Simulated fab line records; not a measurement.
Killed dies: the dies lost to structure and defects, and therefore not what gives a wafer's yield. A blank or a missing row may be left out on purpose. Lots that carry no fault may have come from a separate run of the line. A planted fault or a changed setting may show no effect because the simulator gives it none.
fab line records	flow gf180mcu
record lots=14	wafers=42	last-day=34
route steps=602 shown STI@30 MVSD@73 POLY_GATE@158 HV_LDD@199
lots with no fault: from the same line, run without faults
start-h: hours from the record's opening day to when the first of the lot's shown wafers began	wait-h: time in hours since the lot's previous step	" identical to the entry in the row above	L1.1+2: a single row standing in for several wafers	- no value, or no start was given	* or withheld: withheld	< > ~ a bound
route shown NAME@n: names a module that has steps shown in the file, with the first one's number in the route	usual: mean/standard deviation taken from wafers without a fault	same: alike in all rows	chamber/n: place in a boat	sites: each site's reading	_std_site: standard deviation of those values	_edge_site: mean of outer sites minus mean of inner sites	radius-mm: how far each site lies from the wafer's centre	mask NAME#n: copy n	behind: tool/chamber where the wafer was last shaped	hold: why the lot went on hold/how many hours it stayed there/how the hold came to an end	device: which transistor (n, p or np) failed to switch	end of line: the route-end tests of the same wafers	for a step that has no rows: nothing shown but its recipe	killed: at the first sort, the dies lost to defects and structure; wafer yield is something else	map: dies across one wafer; x = killed, . = not, _ = none there
set.NAME: the setting as run; set.NAME@STEP: as run at that earlier step	model.NAME: the simulator's own value behind a step, which no gauge read
steps of the route over a sample of lots; a table a step, a row a wafer
services: a tool's chamber out of use, with start hour (start-h, from the record's first day; less than 0 if before it), hours out, and reason
## steps
# step GF_STI_OXIDATION_29
# recipe temp-c=900	ambient=O2	stabilise-s=600	purge-s=300	target-thk-a=100	ox-time-s=1418
# usual ox-time-s=1418/0
lot.wafer	tool	chamber	start-h	wait-h	ox-time-s
L658.1	furnace-01	0	28.72	0.5	1418
L658.2	"	0	"	"	1418
L658.6	"	0	"	"	1418
L659.1	furnace-01	0	34.25	0.0	1418
L659.2	"	0	"	"	1418
L659.4	"	0	"	"	1418
L661.1	furnace-01	0	46.51	0.8	1418
L661.2	"	0	"	"	1418
L661.3	"	0	"	"	1418
L662.4	furnace-02	0	54.18	3.7	1418
L662.5	"	0	"	"	1418
L662.6	"	0	"	"	1418
L663.1	furnace-02	0	59.34	1.6	1418
L663.4	"	0	"	"	1418
L663.5	"	0	"	"	1418
L665.2	furnace-01	0	66.41	1.8	1418
L665.3	"	0	"	"	1418
L665.4	"	0	"	"	1418
L666.1	furnace-01	0	73.24	0.2	1418
L666.3	"	0	"	"	1418
L666.6	"	0	"	"	1418
L667.1	furnace-02	0	79.07	0.0	1418
L667.4	"	0	"	"	1418
L667.5	"	0	"	"	1418
L668.2	furnace-01	0	80.87	0.7	907.52
L668.5	"	0	"	"	907.52
L668.6	"	0	"	"	907.52
L671.2	furnace-01	0	96.39	0.0	907.52
L671.3	"	0	"	"	907.52
L671.4	"	0	"	"	907.52
L677.2	furnace-02	0	125.44	0.0	1418
L677.3	"	0	"	"	1418
L677.5	"	0	"	"	1418
L678.2	furnace-02	0	131.51	0.0	1418
L678.5	"	0	"	"	1418
L678.6	"	0	"	"	1418
L680.3	furnace-02	0	141.53	0.3	1418
L680.4	"	0	"	"	1418
L680.6	"	0	"	"	1418
L681.1	furnace-02	0	148.29	0.3	1418
L681.4	"	0	"	"	1418
L681.6	"	0	"	"	1418
# step GF_STI_THK_MEAS_30
# recipe reads=SiO2_of_STI_OXIDATION_29
# usual STI_OXIDATION_02_THK=9.90/0.22
lot.wafer	tool	chamber	start-h	wait-h	hold	STI_OXIDATION_02_THK[nm]
L658.1	film-metro-04	-	30.11	0.0	-	9.62
L658.2	"	-	"	"	-	9.53
L658.6	"	-	"	"	-	9.63
L659.1	film-metro-03	-	35.65	0.0	-	9.46
L659.2	"	-	"	"	-	9.43
L659.4	"	-	"	"	-	9.40
L661.1	film-metro-01	-	47.91	0.0	-	9.77
L661.2	"	-	"	"	-	9.70
L661.3	"	-	"	"	-	9.90
L662.4	film-metro-03	-	55.60	0.0	-	9.93
L662.5	"	-	"	"	-	9.96
L662.6	"	-	"	"	-	10.09
L663.1	film-metro-04	-	60.74	0.0	-	9.71
L663.4	"	-	"	"	-	9.80
L663.5	"	-	"	"	-	9.81
L665.2	film-metro-03	-	67.82	0.0	-	10.07
L665.3	"	-	"	"	-	10.01
L665.4	"	-	"	"	-	10.02
L666.1	film-metro-01	-	74.63	0.0	-	9.82
L666.3	"	-	"	"	-	9.86
L666.6	"	-	"	"	-	9.71
L667.1	film-metro-03	-	80.46	0.0	-	9.88
L667.4	"	-	"	"	-	9.94
L667.5	"	-	"	"	-	9.87
L668.2	film-metro-03	-	82.27	0.0	await-dispo/0.2h/release	7.32
L668.5	"	-	"	"	await-dispo/0.2h/release	7.09
L668.6	"	-	"	"	await-dispo/0.2h/release	7.23
L668.2	film-metro-03	-	82.50	0.2	-	7.31
L668.5	"	-	"	"	-	7.07
L668.6	"	-	"	"	-	7.25
L671.2	film-metro-01	-	97.79	0.0	await-dispo/0.2h/release	7.28
L671.3	"	-	"	"	await-dispo/0.2h/release	7.29
L671.4	"	-	"	"	await-dispo/0.2h/release	7.29
L671.2	film-metro-01	-	98.02	0.2	-	7.25
L671.3	"	-	"	"	-	7.27
L671.4	"	-	"	"	-	7.29
L677.2	film-metro-04	-	126.84	0.0	-	10.00
L677.3	"	-	"	"	-	10.02
L677.5	"	-	"	"	-	10.05
L678.2	film-metro-04	-	132.92	0.0	-	9.91
L678.5	"	-	"	"	-	9.73
L678.6	"	-	"	"	-	9.83
L680.3	film-metro-03	-	142.95	0.0	-	10.21
L680.4	"	-	"	"	-	10.12
L680.6	"	-	"	"	-	10.12
L681.1	film-metro-03	-	149.68	0.0	-	10.25
L681.4	"	-	"	"	-	10.33
L681.6	"	-	"	"	-	10.23
# step GF_MVSD_OVL_MEAS_07
# usual MVSD_OVL=-0.9/1.2
lot.wafer	tool	chamber	start-h	wait-h	MVSD_OVL[nm]
L658.1	overlay-02	-	81.58	-	0.5
L658.2	"	-	"	"	0.9
L658.6	"	-	"	"	-1.2
L659.1	overlay-02	-	88.23	-	-2.4
L659.2	"	-	"	"	0.8
L659.4	"	-	"	"	-2.8
L661.1	overlay-01	-	101.10	-	-0.2
L661.2	"	-	"	"	-0.1
L661.3	"	-	"	"	-0.2
L662.4	overlay-02	-	111.60	-	-0.7
L662.5	"	-	"	"	-1.8
L662.6	"	-	"	"	-2.9
L663.1	overlay-02	-	116.33	-	-0.5
L663.4	"	-	"	"	-1.7
L663.5	"	-	"	"	-1.6
L665.2	overlay-02	-	124.58	-	-1.5
L665.3	"	-	"	"	-3.3
L665.4	"	-	"	"	-1.2
L666.1	overlay-02	-	132.10	-	-1.2
L666.3	"	-	"	"	-2.1
L666.6	"	-	"	"	-2.0
L667.1	overlay-02	-	137.15	-	-0.8
L667.4	"	-	"	"	-0.8
L667.5	"	-	"	"	-1.2
L668.2	overlay-02	-	142.65	-	-1.2
L668.5	"	-	"	"	-3.1
L668.6	"	-	"	"	-0.6
L671.2	overlay-01	-	159.55	-	-1.1
L671.3	"	-	"	"	-3.1
L671.4	"	-	"	"	-1.7
L677.2	overlay-02	-	190.45	-	-2.3
L677.3	"	-	"	"	-0.6
L677.5	"	-	"	"	-1.6
L678.2	overlay-01	-	197.44	-	-1.8
L678.5	"	-	"	"	-1.5
L678.6	"	-	"	"	-1.3
L680.3	overlay-02	-	210.01	-	-2.9
L680.4	"	-	"	"	-2.3
L680.6	"	-	"	"	-0.1
L681.1	overlay-02	-	216.93	-	-0.8
L681.4	"	-	"	"	-0.6
L681.6	"	-	"	"	1.9
# step GF_POLY_GATE_THK_MEAS_01
# recipe reads=poly-Si_of_POLY_GATE_CVD_00
# usual POLY_GATE_CVD_00_THK=199.6/1.9
lot.wafer	tool	chamber	start-h	wait-h	POLY_GATE_CVD_00_THK[nm]
L658.1	film-metro-03	-	179.22	0.0	198.0
L658.2	"	-	"	"	197.8
L658.6	"	-	"	"	197.1
L659.1	film-metro-03	-	185.74	0.0	201.2
L659.2	"	-	"	"	201.7
L659.4	"	-	"	"	201.2
L661.1	film-metro-01	-	201.67	0.0	200.4
L661.2	"	-	"	"	200.8
L661.3	"	-	"	"	199.9
L662.4	film-metro-03	-	214.76	0.0	198.7
L662.5	"	-	"	"	200.7
L662.6	"	-	"	"	197.7
L663.1	film-metro-01	-	219.30	0.0	199.9
L663.4	"	-	"	"	200.4
L663.5	"	-	"	"	199.5
L665.2	film-metro-03	-	229.83	0.0	202.7
L665.3	"	-	"	"	204.0
L665.4	"	-	"	"	204.9
L666.1	film-metro-01	-	239.16	0.0	199.2
L666.3	"	-	"	"	200.1
L666.6	"	-	"	"	198.8
L667.1	film-metro-03	-	246.57	0.0	196.8
L667.4	"	-	"	"	197.5
L667.5	"	-	"	"	199.4
L668.2	film-metro-02	-	252.53	0.0	197.9
L668.5	"	-	"	"	199.8
L668.6	"	-	"	"	198.4
L671.2	film-metro-03	-	276.13	0.0	197.6
L671.3	"	-	"	"	195.1
L671.4	"	-	"	"	199.6
L677.2	film-metro-03	-	311.62	0.0	200.0
L677.3	"	-	"	"	200.4
L677.5	"	-	"	"	200.5
L678.2	film-metro-01	-	318.41	0.0	198.9
L678.5	"	-	"	"	199.3
L678.6	"	-	"	"	199.0
L680.3	film-metro-02	-	330.53	0.0	198.1
L680.4	"	-	"	"	198.7
L680.6	"	-	"	"	198.4
L681.1	film-metro-02	-	341.23	0.0	202.4
L681.4	"	-	"	"	203.7
L681.6	"	-	"	"	203.2
# step GF_HV_LDD_TW_MEAS_23
# usual HV_LDD_2_TW=1055/7.6
lot.wafer	tool	chamber	start-h	wait-h	HV_LDD_2_TW
L658.1	film-metro-02	-	235.48	0.1	1052
L658.2	"	-	"	"	1061
L658.6	"	-	"	"	1062
L659.1	film-metro-02	-	241.48	0.1	1054
L659.2	"	-	"	"	1061
L659.4	"	-	"	"	1053
L661.1	film-metro-02	-	257.73	0.1	1060
L661.2	"	-	"	"	1060
L661.3	"	-	"	"	1063
L662.4	film-metro-04	-	272.76	0.1	1051
L662.5	"	-	"	"	1044
L662.6	"	-	"	"	1046
L663.1	film-metro-02	-	278.62	0.1	1058
L663.4	"	-	"	"	1060
L663.5	"	-	"	"	1059
L665.2	film-metro-01	-	288.99	0.1	1053
L665.3	"	-	"	"	1055
L665.4	"	-	"	"	1054
L666.1	film-metro-01	-	298.09	0.1	1060
L666.3	"	-	"	"	1059
L666.6	"	-	"	"	1055
L667.1	film-metro-01	-	310.87	0.1	1057
L667.4	"	-	"	"	1057
L667.5	"	-	"	"	1059
L668.2	film-metro-02	-	317.83	0.1	1056
L668.5	"	-	"	"	1058
L668.6	"	-	"	"	1064
L671.2	film-metro-01	-	337.59	0.1	1073
L671.3	"	-	"	"	1064
L671.4	"	-	"	"	1067
L677.2	film-metro-02	-	378.09	0.1	1055
L677.3	"	-	"	"	1052
L677.5	"	-	"	"	1049
L678.2	film-metro-01	-	385.44	0.1	1066
L678.5	"	-	"	"	1060
L678.6	"	-	"	"	1064
L680.3	film-metro-01	-	399.65	0.1	1067
L680.4	"	-	"	"	1067
L680.6	"	-	"	"	1062
L681.1	film-metro-02	-	411.12	0.1	1050
L681.4	"	-	"	"	1045
L681.6	"	-	"	"	1051
## services
tool	chamber	start-h	hours	kind
furnace-02	-	62.31	4.4	pm
furnace-02	-	68.14	3.3	pm
furnace-01	-	144.18	3.3	pm
## key
first-sign step=GF_STI_OXIDATION_29	reading=ox-time-s	direction=down	sigmas=99+	usual=*	struck=*
effect step=GF_STI_THK_MEAS_30	reading=visit	direction=added
effect step=GF_STI_THK_MEAS_30	reading=STI_OXIDATION_02_THK	direction=down	sigmas=12	usual=9.90	struck=7.25
met-at GF_STI_OXIDATION_29
struck-lots L668,L671
tester-left-out L668,L671
not-acting-at GF_MVSD_OVL_MEAS_07,GF_POLY_GATE_THK_MEAS_01,GF_HV_LDD_TW_MEAS_23
onset-between 73.24 80.87
fault kind=process-parameter-drift	tool=furnace-01	chamber=-	onset-h=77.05	steps=GF_STI_OXIDATION_29	channel=ox-time-s	offset=*	shape=step	end-h=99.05	acts-in=*	stated=*
# tester-left-out: of these lots the tester's yield and bins aren't shown, on N5 and GAA mostly nor the transistor test; their killed dies are dies lost to structure and defects alone, not to doping, threshold or leakage, so they don't give the yield
